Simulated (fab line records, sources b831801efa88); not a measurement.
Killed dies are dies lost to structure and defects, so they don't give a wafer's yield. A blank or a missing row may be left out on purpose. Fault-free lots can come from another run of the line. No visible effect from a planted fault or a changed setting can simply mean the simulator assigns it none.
Which tool was responsible? -- flow sky130 -- 33 wafers from 11 lots sampled at 5 of the route's 708 steps

## WHAT THE GAUGES SHOWED, per wafer
SKY_PWDE_TW_MEAS_10.
lot,measured,on,PWDE_TW
L529,day 4 02:02,film-metro-01,373.9 371.9 372.7
L530,day 4 11:08,film-metro-01,372.2 371.9 373.6
L531,day 4 14:59,film-metro-02,376.3 377.5 375.0
L534,day 5 05:27,film-metro-04,378.7 375.8 378.4
L535,day 5 16:20,film-metro-02,376.7 375.9 375.7
L539,day 6 11:14,film-metro-01,373.7 374.7 372.5
L541,day 6 21:11,film-metro-02,376.5 373.4 375.1
L542,day 7 04:40,film-metro-01,374.8 373.8 373.4
L543,day 7 09:50,film-metro-02,375.2 376.1 373.6
L550,day 9 06:02,film-metro-04,377.2 375.9 377.0
L551,day 9 09:28,film-metro-01,374.3 375.1 375.6

SKY_NWELL_OVL_MEAS_23.
lot,measured,on,NWELL_01_OVL (nm)
L529,day 5 13:15,overlay-01,-0.6 0.1 -1.3
L530,day 5 23:35,overlay-01,0.0 -0.3 0.5
L531,day 6 04:11,overlay-01,0.8 -1.2 -0.9
L534,day 6 19:32,overlay-02,-0.6 0.9 0.3
L535,day 7 07:17,overlay-01,-1.6 -1.0 -0.7
L539,day 8 03:11,overlay-01,1.5 0.9 2.4
L541,day 8 12:47,overlay-02,-1.1 -1.9 -0.6
L542,day 8 21:41,overlay-02,1.6 0.6 -0.5
L543,day 9 04:29,overlay-01,1.0 1.0 1.8
L550,day 11 00:44,overlay-01,-0.2 -0.4 -1.1
L551,day 11 03:20,overlay-01,-0.8 -1.3 0.0

SKY_SONOS_ONO_THK_MEAS_01.
lot,measured,on,SONOS_ONO_OXIDATION_THK (nm)
L529,day 11 16:02,film-metro-02,2.50 2.47 2.51
L530,day 12 05:26,film-metro-03,2.60 2.68 2.66
L531,day 12 13:28,film-metro-04,2.62 2.68 2.56
L534,day 13 08:09,film-metro-02,2.68 2.72 2.70
L535,day 14 00:41,film-metro-04,2.58 2.58 2.62
L539,day 15 00:27,film-metro-02,2.55 2.64 2.60
L541,day 15 14:23,film-metro-03,2.99 2.92 2.97
L542,day 16 01:44,film-metro-04,2.61 2.63 2.51
L543,day 16 08:40,film-metro-04,3.02 3.03 2.97
L550,day 19 01:10,film-metro-03,2.61 2.64 2.56
L551,day 19 04:00,film-metro-04,2.66 2.61 2.67

## EACH LOT AND THE TOOL THAT RAN IT (in order: tool; ch and the chambers of the sampled wafers; start)
lot,SKY_PWDE_STRIP_09,SKY_SONOS_ONO_OXIDATION_00
L529,"plasma-asher-03 ch 0,1, day 4 01:55","furnace-01 ch 0, day 11 14:41"
L530,"plasma-asher-04 ch 0,1, day 4 11:02","furnace-01 ch 0, day 12 04:05"
L531,"plasma-asher-01 ch 0,1, day 4 14:52","furnace-01 ch 0, day 12 12:06"
L534,"plasma-asher-04 ch 0,1, day 5 05:22","furnace-02 ch 0, day 13 06:47"
L535,"plasma-asher-03 ch 0,1, day 5 16:16","furnace-01 ch 0, day 13 23:19"
L539,"plasma-asher-03 ch 0,1, day 6 11:10","furnace-01 ch 0, day 14 23:05"
L541,"plasma-asher-04 ch 0,1, day 6 21:07","furnace-01 ch 0, day 15 13:01"
L542,"plasma-asher-04 ch 0,1, day 7 04:34","furnace-02 ch 0, day 16 00:23"
L543,"plasma-asher-01 ch 0,1, day 7 09:44","furnace-01 ch 0, day 16 07:20"
L550,"plasma-asher-03 ch 0,1, day 9 05:56","furnace-01 ch 0, day 18 23:48"
L551,"plasma-asher-03 ch 0,1, day 9 09:22","furnace-01 ch 0, day 19 02:39"
- SKY_PWDE_STRIP_09: strips in O2/N2.
- SKY_SONOS_ONO_OXIDATION_00: stabilise 600 s, purge 300 s, target thk 2.6 nm.

## AS READ BY THE TOOLS THEMSELVES (means over the sampled wafers that have a number; for cases with no such wafer, the mark the record gives instead)
SKY_PWDE_STRIP_09.
lot,tool,drypump-motor-current-A (A),oes-product-au (a.u.),strip-time-to-endpoint-s (s)
L529,plasma-asher-03,5.9,0.725,36.95
L530,plasma-asher-04,6.4,0.722,36.87
L531,plasma-asher-01,5.9,0.721,36.87
L534,plasma-asher-04,6.4,0.723,36.96
L535,plasma-asher-03,5.6,0.720,36.92
L539,plasma-asher-03,5.9,0.721,37.06
L541,plasma-asher-04,6.5,0.722,36.81
L542,plasma-asher-04,6.5,0.718,37.03
L543,plasma-asher-01,5.9,0.729,36.84
L550,plasma-asher-03,5.9,0.722,36.85
L551,plasma-asher-03,5.6,0.721,36.99

SKY_SONOS_ONO_OXIDATION_00.
lot,tool,spike-tc-bottom-C (C),spike-tc-centre-C (C),spike-tc-lower-C (C),spike-tc-top-C (C),spike-tc-upper-C (C),tube-center-temp-C (C),tube_center_temp_C_max,zone-power-top-pct (%)
L529,furnace-01,821.2,801.4,800.5,811.4,800.9,799.96,802.3,26.23
L530,furnace-01,822.2,800.3,802.0,811.9,801.2,800.00,802.0,26.19
L531,furnace-01,821.7,800.3,801.3,810.8,800.9,800.02,801.7,26.31
L534,furnace-02,820.8,802.3,800.9,811.4,801.4,799.97,801.9,26.19
L535,furnace-01,819.8,800.3,801.0,810.7,801.1,799.99,802.1,26.38
L539,furnace-01,821.4,800.8,801.3,810.6,799.7,799.97,802.0,26.15
L541,furnace-01,829.9,811.0,811.1,821.0,811.6,810.10,812.3,27.18
L542,furnace-02,819.2,801.1,800.2,810.7,801.6,800.04,802.5,26.29
L543,furnace-01,831.3,809.8,810.5,820.9,810.7,810.10,812.3,26.82
L550,furnace-01,820.0,800.9,800.0,811.7,800.2,800.04,802.7,26.62
L551,furnace-01,820.7,800.5,800.9,810.6,800.7,800.02,802.1,26.38

## THE ANSWER, worked out from the rows above alone
Rule: usual is defined by the lots themselves. Put in order of their means at a reading, lots are off if they are a third of the lots or fewer, leave a main group of 4 or more, and stand apart from it by a gap of 3 or more times the standard deviation of the main group's means; of several such gaps the widest counts. A main group is skipped when, at the precision printed for the reading in the tables above, its means are all equal. A lot without any number at a reading at which 4 lots or more have one is off too. The other lots that the step has rows for count as sound. After the gauges, taken in route order, come the tools' own readings; for these a lot's mean is taken, as printed above. The first step at which some lot is off is used, and at that step the reading that is off furthest; a lot without a number counts as furthest.
Off: at SKY_SONOS_ONO_THK_MEAS_01 (SONOS_ONO_OXIDATION_THK), L541, L543. Mean 2.61 nm and standard deviation 0.053 in the main group.
If a tool, at a process step before that reading, ran all the lots that are off and no sound lot after the first of them, it fits. Not tried: the gauges at SKY_SONOS_ONO_THK_MEAS_01; whatever is off there is also off at SKY_SONOS_ONO_OXIDATION_00, on other tools, and gauge error can't account for it. Of those tried, none fits.

## WHAT THE SIMULATOR HAD INSERTED
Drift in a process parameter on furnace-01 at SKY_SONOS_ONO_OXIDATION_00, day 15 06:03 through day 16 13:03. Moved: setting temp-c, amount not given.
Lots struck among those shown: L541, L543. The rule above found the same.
